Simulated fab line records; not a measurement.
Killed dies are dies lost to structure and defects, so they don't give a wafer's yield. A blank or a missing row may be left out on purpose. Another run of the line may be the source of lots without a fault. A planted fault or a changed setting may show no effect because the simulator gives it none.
2 desks, one fault | flow sky130 | only its own numbers are on each desk; what lay behind them is given at the end

== AT THE METROLOGY DESK ==
Means of the sampled wafers that have a number, per lot and without regard to the tool the lot ran on: this is what the gauges read. If a lot's mean is further than 4 standard deviations from the usual mean, the lot is out of limits and carries the mark OUT (the distance appears in the brackets).
Columns: A = NWELL_TW at SKY_NWELL_TW_MEAS_15, usual 1799; B = NWELL_01_OVL at SKY_NWELL_OVL_MEAS_23, usual 0.0 nm
lot  | first seen here | A    | B
L193 | day 4 20:12     | 1826 | -0.3
L200 | day 6 13:01     | 1786 | 0.8
L202 | day 7 00:23     | 1834 | 0.1
L203 | day 7 06:50     | 1825 | -0.1
L204 | day 7 14:11     | 1794 | -1.2
L205 | day 7 21:05     | 1787 | -0.1
L213 | day 9 17:29     | 1791 | 2.4
Finding of this desk: none of the 7 lots has anything out of limits.

== TOOL OWNER'S DESK, implanter-04 ==
The tool's own readings at SKY_NWELL_IMPLANT_24, given as means over the sampled wafers that have a number, one for each lot that went through this tool. If a lot's mean is further than 4 standard deviations from the usual mean, the lot is out of limits and carries the mark OUT (the distance appears in the brackets).
Columns: A = dose ions cm2 at SKY_NWELL_IMPLANT_24, usual 9.2e+12
lot  | first seen here | A
L200 | day 7 08:27     | 9.2e+12
L202 | day 7 20:33     | 9.0e+12 (-19) OUT
L203 | day 8 03:06     | 9.0e+12 (-18) OUT
L205 | day 8 17:09     | 9.0e+12 (-19) OUT
This desk's verdict: out of limits on L202, L203, L205, starting with L202 at day 7 20:33 (dose ions cm2 at SKY_NWELL_IMPLANT_24). L200 stayed within limits.

== ALL TOGETHER ==
An alarm could have come from the tool owner's desk at day 7 20:33, on L202, L203, L205.
Nothing out of limits was seen by the metrology desk.
The metrology desk has L202, L203, L205 on record, within its limits.
The lots listed all ran SKY_NWELL_IMPLANT_24 on implanter-04.

== WHAT WAS PUT IN BY THE SIMULATOR ==
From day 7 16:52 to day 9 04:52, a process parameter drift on implanter-04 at SKY_NWELL_IMPLANT_24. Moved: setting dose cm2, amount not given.
Lots struck among those shown: L202, L203, L205.
Delay in hours, fault start to first out-of-limits reading, by desk: the tool owner's desk at 4.
